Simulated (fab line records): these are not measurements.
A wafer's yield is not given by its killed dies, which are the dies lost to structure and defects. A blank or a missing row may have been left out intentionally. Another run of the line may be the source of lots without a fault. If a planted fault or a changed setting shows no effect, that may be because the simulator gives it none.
Which of the tools did it? | flow gf180mcu | 6 lots with 18 wafers sampled at 4 steps, on a route of 602 steps

WHAT THE GAUGES SHOWED, per wafer
GF_VT_IMPLANT_TW_MEAS_32.
lot  | measured     | on            | VT_IMPLANT_3_TW
L960 | day 7 01:43  | film metro-01 | 262.9 264.3 263.8
L969 | day 9 14:26  | film metro-04 | 266.7 29.7 29.5
L974 | day 10 22:43 | film metro-01 | 264.1 265.4 264.7
L977 | day 11 20:05 | film metro-04 | 262.9 263.0 264.2
L980 | day 12 13:12 | film metro-04 | 263.3 262.3 263.7
L982 | day 13 02:43 | film metro-03 | 263.6 265.7 263.7

TOOL THAT RAN EACH LOT (tool first, then ch and the chambers of the sampled wafers, then the start)
lot  | GF_MVPSD_STRIP_10                    | GF_VT_IMPLANT_STRIP_20               | GF_VT_IMPLANT_DEVELOP_28
L960 | plasma asher-01 ch 0,1, day 5 05:02  | plasma asher-02 ch 0,1, day 6 10:16  | litho track-02 ch 0, day 7 01:20
L969 | plasma asher-04 ch 0,1, day 7 11:31  | plasma asher-03 ch 0,1, day 8 20:47  | litho track-02 ch 0, day 9 14:00
L974 | plasma asher-04 ch 0,1, day 8 18:08  | plasma asher-03 ch 0,1, day 10 04:17 | litho track-04 ch 0, day 10 22:16
L977 | plasma asher-04 ch 0, day 9 13:28    | plasma asher-04 ch 0,1, day 11 01:02 | litho track-01 ch 0, day 11 19:37
L980 | plasma asher-01 ch 0,1, day 10 06:02 | plasma asher-03 ch 0,1, day 11 18:25 | litho track-02 ch 0, day 12 12:47
L982 | plasma asher-01 ch 0,1, day 10 19:41 | plasma asher-04 ch 0,1, day 12 08:31 | litho track-04 ch 0, day 13 02:16
- GF_MVPSD_STRIP_10: strips in O2/N2.
- GF_VT_IMPLANT_STRIP_20: strips in O2/N2.
- GF_VT_IMPLANT_DEVELOP_28: develop time 60 s.

THE ANSWER, worked out from the rows above alone
Rule: the lots themselves supply what counts as usual. The widest of any qualifying gaps counts: lots, ordered by their means at a reading, are off when they make up no more than a third of the lots, leave a main group of 4 or more, and stand apart from it by 3 or more times the standard deviation of that group's means. Not used: any main group whose means are identical at the precision the tables above print for the reading. A lot without any number at a reading at which 4 lots or more have one is off too. Any other lot the step has rows for is counted as sound.
Off: L969, seen at GF_VT_IMPLANT_TW_MEAS_32 (VT_IMPLANT_3_TW). The main group: mean 263.8, standard deviation 0.61.
If a tool, at a process step before that reading, ran all the lots that are off and no sound lot after the first of them, it fits. The gauges at GF_VT_IMPLANT_TW_MEAS_32 are tried like those tools. No candidate that was tried fits.

WHAT THE SIMULATOR HAD PUT IN
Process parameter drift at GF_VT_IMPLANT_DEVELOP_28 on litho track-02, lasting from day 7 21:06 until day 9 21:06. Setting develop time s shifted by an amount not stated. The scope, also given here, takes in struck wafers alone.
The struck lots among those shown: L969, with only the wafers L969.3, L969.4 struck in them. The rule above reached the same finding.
